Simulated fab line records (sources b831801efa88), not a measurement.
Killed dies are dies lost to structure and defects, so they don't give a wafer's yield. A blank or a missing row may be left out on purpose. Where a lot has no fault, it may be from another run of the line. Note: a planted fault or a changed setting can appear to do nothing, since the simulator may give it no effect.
fab line records | flow sfqLine
record lots=6 wafers=18 lastDay=82
route steps=325 shown M7@282
lots that met no fault: from a run of the same line without faults
startH: the number of hours between the record's first day and the start of the first shown wafer of the lot | waitH: hours elapsed since this lot's preceding step | " the same as in the row above | L1.1+2: a single row standing in for several wafers | - value missing, or start not given | * or withheld: withheld | < > ~ a bound
route shown NAME@n: names a module that has steps shown in the file, with the first one's number in the route | usual: the fault-free wafers' mean and standard deviation | same: alike in all rows | chamber/n: place in a boat | sites: each site's reading | _std_site: the values' standard deviation | _edge_site: the outer-site mean with the inner-site mean subtracted | radiusMm: how far each site lies from the wafer's centre | mask NAME#n: copy n | behind: the tool/chamber that last shaped the wafer | hold: reason for holding the lot/hours on hold/outcome of the hold | device: the transistor (n, p or np) that didn't switch | end of line: the route-end tests of the same wafers | a step without rows: its recipe alone | killed: at the first sort, the dies lost to defects and structure; wafer yield is something else | map: a wafer's dies, marking killed ones x, the rest . and places with no die _
set.NAME: the setting that was run; set.NAME@STEP: the one run at that earlier step | model.NAME: the simulator's own value behind a step, which no gauge read
lots at selected steps of the route; one table per step, one row per wafer
services: the hour from which a tool's chamber was out of use, counted from the record's first day as startH (under 0 if before that day), plus the number of hours and why
## steps
# step SFQ_TRILAYER_M7_DEP_SPUTTER_175
# recipe material=Nb basePressurePa=1.33e-06 chamberPressurePa=0.1333 substrateTempC=20 targetThkNm=200 powerW=2000 timeS=133.3
# usual throttleValvePct=30.0/1.1
# columns lot.wafer tool chamber startH waitH throttleValvePct
L210.2 pvdSputter-05 - 1725.99 0.0 31.9
L210.3 " - " " 31.4
L210.4 " - " " 30.1
L217.4 pvdSputter-05 - 1765.70 0.0 31.6
L217.5 " - " " 31.4
L217.6 " - " " 31.5
L218.1 pvdSputter-06 - 1816.15 0.0 30.2
L218.2 " - " " 29.3
L218.5 " - " " 30.0
L219.1 pvdSputter-03 - 1837.90 0.0 30.4
L219.3 " - " " 29.2
L219.4 " - " " 31.7
L222.2 pvdSputter-06 - 1888.55 0.0 29.0
L222.4 " - " " 29.1
L222.5 " - " " 29.3
L223.1 pvdSputter-03 - 1891.55 0.0 31.8
L223.4 " - " " 30.4
L223.6 " - " " 29.3
# step SFQ_M7_RS_MEAS_943
# recipe thkMeasGauge=four-point-probe reads=Nb_of_TRILAYER_M7_DEP_SPUTTER_175
# usual M7_NB_RS=0.886/0.0073
# columns lot.wafer tool chamber startH waitH M7_NB_RS[ohm/sq]
L210.2 filmMetro-01 - 1726.10 0.1 0.886
L210.3 " - " " 0.886
L210.4 " - " " 0.883
L217.4 filmMetro-04 - 1765.85 0.1 0.877
L217.5 " - " " 0.876
L217.6 " - " " 0.879
L218.1 filmMetro-01 - 1816.24 0.0 0.889
L218.2 " - " " 0.888
L218.5 " - " " 0.889
L219.1 filmMetro-01 - 1837.99 0.0 0.881
L219.3 " - " " 0.885
L219.4 " - " " 0.891
L222.2 filmMetro-04 - 1888.66 0.1 0.876
L222.4 " - " " 0.883
L222.5 " - " " 0.884
L223.1 filmMetro-01 - 1891.64 0.0 0.888
L223.4 " - " " 0.890
L223.6 " - " " 0.889
# step SFQ_TRILAYER_M7_LITHO_COAT_182
# recipe resist=BARC spinRpm=3000 resistThkNm=62
# step SFQ_TRILAYER_M7_LITHO_COAT_177
# recipe resist=KrF spinRpm=3000 resistThkNm=600
# step SFQ_TRILAYER_M7_LITHO_SOFTBAKE_181
# recipe tempC=withheld timeS=withheld resist=KrF
# step SFQ_TRILAYER_M7_LITHO_EXPOSE_178
# recipe maskId=M7 na=0.6 sourceShape=conventional sigmaOuter=0.65 targetCdNm=500 doseMj=14.4
# step SFQ_TRILAYER_M7_LITHO_PEB_180
# recipe pebTempC=115 pebTimeS=60 resist=KrF
# step SFQ_TRILAYER_M7_LITHO_DEVELOP_179
# recipe timeS=60 resist=KrF
# step SFQ_M7_OVL_MEAS_945
# usual M7_OVL=2/5.1
# columns lot.wafer tool chamber startH waitH M7_OVL[nm]
L210.2 overlay-01 - 1729.24 0.1 -2
L210.3 " - " " -4
L210.4 " - " " 3
L217.4 overlay-02 - 1803.80 0.1 -2
L217.5 " - " " 3
L217.6 " - " " -1
L218.1 overlay-02 - 1818.67 0.1 4
L218.2 " - " " 0
L218.5 " - " " -4
L219.1 overlay-02 - 1840.55 0.1 1
L219.3 " - " " -1
L219.4 " - " " -1
L222.2 overlay-02 - 1891.07 0.1 2
L222.4 " - " " 7
L222.5 " - " " 10
L223.1 overlay-02 - 1894.07 0.1 2
L223.4 " - " " 9
L223.6 " - " " -1
# step SFQ_TRILAYER_M7_BARC_OPEN_METAL_ETCH_229
# recipe maskMaterial=PR chemistry=O2 targetDepthNm=125 target=BARC icpW=600 biasW=80 pressureMtorr=10 timeS=41.7
# usual drypumpMotorCurrentA=5.9/0.53 oesProductAu=0.685/0.0048
# columns lot.wafer tool chamber startH waitH drypumpMotorCurrentA oesProductAu rfHoursCounterH
L210.2 rieMetal-03 0 1729.27 0.0 6.0 0.687 89
L210.3 " 0 " " 6.0 0.681 -
L210.4 " 1 " " 5.0 0.678 -
L217.4 rieMetal-02 0 1803.84 0.0 6.6 0.678 -
L217.5 " 1 " " 5.9 0.690 -
L217.6 " 0 " " 6.6 0.690 -
L218.1 rieMetal-02 1 1818.71 0.0 5.9 0.685 93
L218.2 " 0 " " 6.6 0.690 43
L218.5 " 0 " " 6.6 0.696 -
L219.1 rieMetal-04 0 1840.58 0.0 6.2 0.695 85
L219.3 " 0 " " 6.2 0.681 -
L219.4 " 0 " " 6.2 0.687 -
L222.2 rieMetal-03 1 1891.10 0.0 5.0 0.688 49
L222.4 " 1 " " 5.0 0.682 -
L222.5 " 1 " " 5.0 0.680 -
L223.1 rieMetal-02 1 1894.10 0.0 5.9 0.684 103
L223.4 " 1 " " 5.9 0.683 -
L223.6 " 0 " " 6.6 0.689 -
# step SFQ_TRILAYER_M7_ETCH_METAL_ETCH_180
# recipe target=Nb stopOn=SiO2 maskMaterial=PR chemistry=Cl2/Ar targetDepthNm=240 icpW=600 biasW=80 pressureMtorr=10 timeS=120
# usual drypumpMotorCurrentA=5.9/0.53 oesProductAu=0.896/0.0064
# columns lot.wafer tool chamber startH waitH drypumpMotorCurrentA oesProductAu rfHoursCounterH
L210.2 rieMetal-03 0 1729.33 0.0 6.0 0.895 89
L210.3 " 0 " " 5.9 0.904 -
L210.4 " 1 " " 5.0 0.902 -
L217.4 rieMetal-02 0 1803.92 0.1 6.6 0.904 -
L217.5 " 1 " " 6.0 0.906 -
L217.6 " 0 " " 6.6 0.899 -
L218.1 rieMetal-02 1 1818.77 0.0 6.0 0.896 93
L218.2 " 0 " " 6.6 0.891 43
L218.5 " 0 " " 6.6 0.901 -
L219.1 rieMetal-04 0 1840.70 0.1 6.2 0.897 85
L219.3 " 0 " " 6.2 0.898 -
L219.4 " 0 " " 6.2 0.894 -
L222.2 rieMetal-03 1 1891.16 0.0 5.0 0.890 49
L222.4 " 1 " " 5.0 0.899 -
L222.5 " 1 " " 5.0 0.898 -
L223.1 rieMetal-02 1 1894.16 0.0 6.0 0.901 103
L223.4 " 1 " " 6.0 0.908 -
L223.6 " 0 " " 6.6 0.883 -
# step SFQ_TRILAYER_M7_STRIP_STRIP_181
# recipe gas=O2 powerW=200 platenTempC=40 overashFraction=0.65 chemistry=O2 pressureMtorr=50
# usual chamberPressureMTorr=50.00/0.047 drypumpMotorCurrentA=5.9/0.53 oesProductAu=0.998/0.0097
# columns lot.wafer tool chamber startH waitH chamberPressureMTorr drypumpMotorCurrentA oesProductAu rfHoursCounterH
L210.2 rieMetal-03 0 1729.46 0.1 50.08 6.0 1.017 89
L210.3 " 0 " " 49.96 6.0 1.011 -
L210.4 " 1 " " 49.96 5.0 1.002 -
L217.4 rieMetal-02 0 1804.21 0.2 50.01 6.6 0.987 -
L217.5 " 1 " " 39.99 5.9 0.976 -
L217.6 " 0 " " 50.02 6.6 0.988 -
L218.1 rieMetal-02 1 1818.89 0.1 39.96 5.9 0.984 94
L218.2 " 0 " " 49.95 6.6 0.994 43
L218.5 " 0 " " 49.98 6.6 1.000 -
L219.1 rieMetal-04 0 1840.95 0.2 50.07 6.2 0.993 85
L219.3 " 0 " " 49.93 6.2 0.988 -
L219.4 " 0 " " 49.99 6.2 0.991 -
L222.2 rieMetal-03 1 1891.29 0.1 49.98 5.0 1.002 49
L222.4 " 1 " " 49.98 5.0 1.015 -
L222.5 " 1 " " 50.12 5.0 1.009 -
L223.1 rieMetal-02 1 1894.29 0.1 50.03 5.9 0.991 103
L223.4 " 1 " " 49.94 5.9 1.003 -
L223.6 " 0 " " 49.88 6.6 0.994 -
# step SFQ_TRILAYER_M7_STRIP_SOLV_CLEAN_182
# recipe chemistry=NMP tempC=70 timeS=600
## services
# columns tool chamber startH hours kind
pvdSputter-05 - 1711.11 3.2 repair
pvdSputter-06 - 1736.35 2.1 repair
rieMetal-04 - 1761.46 1.6 repair
pvdSputter-06 - 1771.63 41.6 repair
rieMetal-04 1 1828.89 28.8 repair
pvdSputter-06 - 1850.42 0.8 repair
## key
firstSign step=SFQ_TRILAYER_M7_STRIP_STRIP_181 reading=chamberPressureMTorr direction=down sigmas=99+ usual=50.00 struck=39.98
effect none on later readings
metAt SFQ_TRILAYER_M7_STRIP_STRIP_181
struckWafers L217.5,L218.1
fault kind=processParameterDrift tool=rieMetal-02 chamber=1 onsetH=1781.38 steps=SFQ_TRILAYER_M7_STRIP_STRIP_181 channel=pressureMtorr offset=-10 shape=step endH=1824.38 actsIn=theseRecipesOnly stated=50
